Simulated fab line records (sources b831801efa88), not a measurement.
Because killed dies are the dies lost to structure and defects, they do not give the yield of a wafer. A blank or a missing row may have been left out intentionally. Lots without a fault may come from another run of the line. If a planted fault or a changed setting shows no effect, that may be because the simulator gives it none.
8D (eight disciplines) problem report, filled in by code || flow sky130 || the parts of the form that need people (team, actions taken, sign-off) are left out

## 1. THE ISSUE
killedAtFrontEnd at SKY_PAD_OPEN_PROBE_99 reads a mean of 60 on 6 wafers of 2 lots; wafers without a fault read 15 with a standard deviation of 4.3. Relative to the usual mean, that is a shift of +11 standard deviations.
Earliest sighting: wafer L355.1 on prober-01 at day 49 03:34. The record has a number at this step for 15 wafers belonging to 5 lots. Rule for "out" (also "out of limits"): further than 4 standard deviations from the usual mean. The other wafers with a number count as sound.

## 2. WHAT IT IS, AND WHAT IT ISN'T
{"question": "which readings at this step", "is": "killedAtFrontEnd", "is not": "killed_at_M0_to_M3, killed_at_M4_up, killedAtOther, killedOpen, killedShort"}
{"question": "which lots", "is": "L355, L356", "is not": "L349, L350, L352"}
{"question": "which wafers of those lots", "is": "all that have a number", "is not": "-"}
{"question": "read on which tools", "is": "prober-01, prober-02", "is not": "-"}
{"question": "when", "is": "from day 49 03:34", "is not": "up to then (9 sound wafers)"}

## 3. SUSPECTS, AND WHAT RULES EACH OUT
Counting: any tool at a process step up to the reading is kept as a suspect provided that every lot that is out went through it and no sound lot did after the first of them.
- lpcvd-01 at SKY_POLY_GATE_CVD_00 (deposits poly-Si, target thk 180 nm, time 720 s): kept. Every lot that is out went through it, starting with L355 (day 18 06:32), and after that it ran no sound lot; the last sound lot it ran before then is L352 (day 17 00:41).
After counting, what remains is lpcvd-01 at SKY_POLY_GATE_CVD_00.

## 4. THE CAUSE (what the simulator had put in)
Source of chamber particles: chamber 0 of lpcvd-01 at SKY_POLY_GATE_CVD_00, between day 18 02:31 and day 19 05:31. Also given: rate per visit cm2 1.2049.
Only this tool survived the counting.

## 5. THE CHAIN OF EFFECTS, in route order
Each row: a reading where the mean over the struck wafers with a number is more than 3 standard deviations away from the usual. Only readings whose record carries a usual standard deviation are examined. hours: median over the lots of the time between each lot's start at the first step of this table that gives one and its start at this step. sigmas: the change, counted in usual standard deviations.
{"hours": 0, "step": "SKY_PAD_OPEN_PROBE_99", "reading": "killedAtFrontEnd", "usual": 15, "on struck wafers": 60, "change": "+45", "sigmas": "+11"}
{"hours": 0, "step": "SKY_PAD_OPEN_PROBE_99", "reading": "killedDies", "usual": 86, "on struck wafers": 129, "change": "+43", "sigmas": "+4.7"}
{"hours": 0, "step": "SKY_PAD_OPEN_PROBE_99", "reading": "killedOnRim", "usual": 17, "on struck wafers": 30, "change": "+13", "sigmas": "+3.3"}
The process steps in it:
- SKY_PAD_OPEN_PROBE_99

## 6. HOW IT WOULD HAVE BEEN CAUGHT EARLIER
745 hours passed between the start of the fault at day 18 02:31 and the first reading out of limits in this record, taken at day 49 03:34.
No tool reading at SKY_POLY_GATE_CVD_00 that has a usual standard deviation in the record was out on any struck wafer, so an alarm limit of 4 standard deviations on those readings would not have fired.
The start of SKY_POLY_GATE_CVD_00 on lpcvd-01 came by day 49 03:34 for every one of the lots that are out (2). Tool hold at that time: it would have spared none of them.
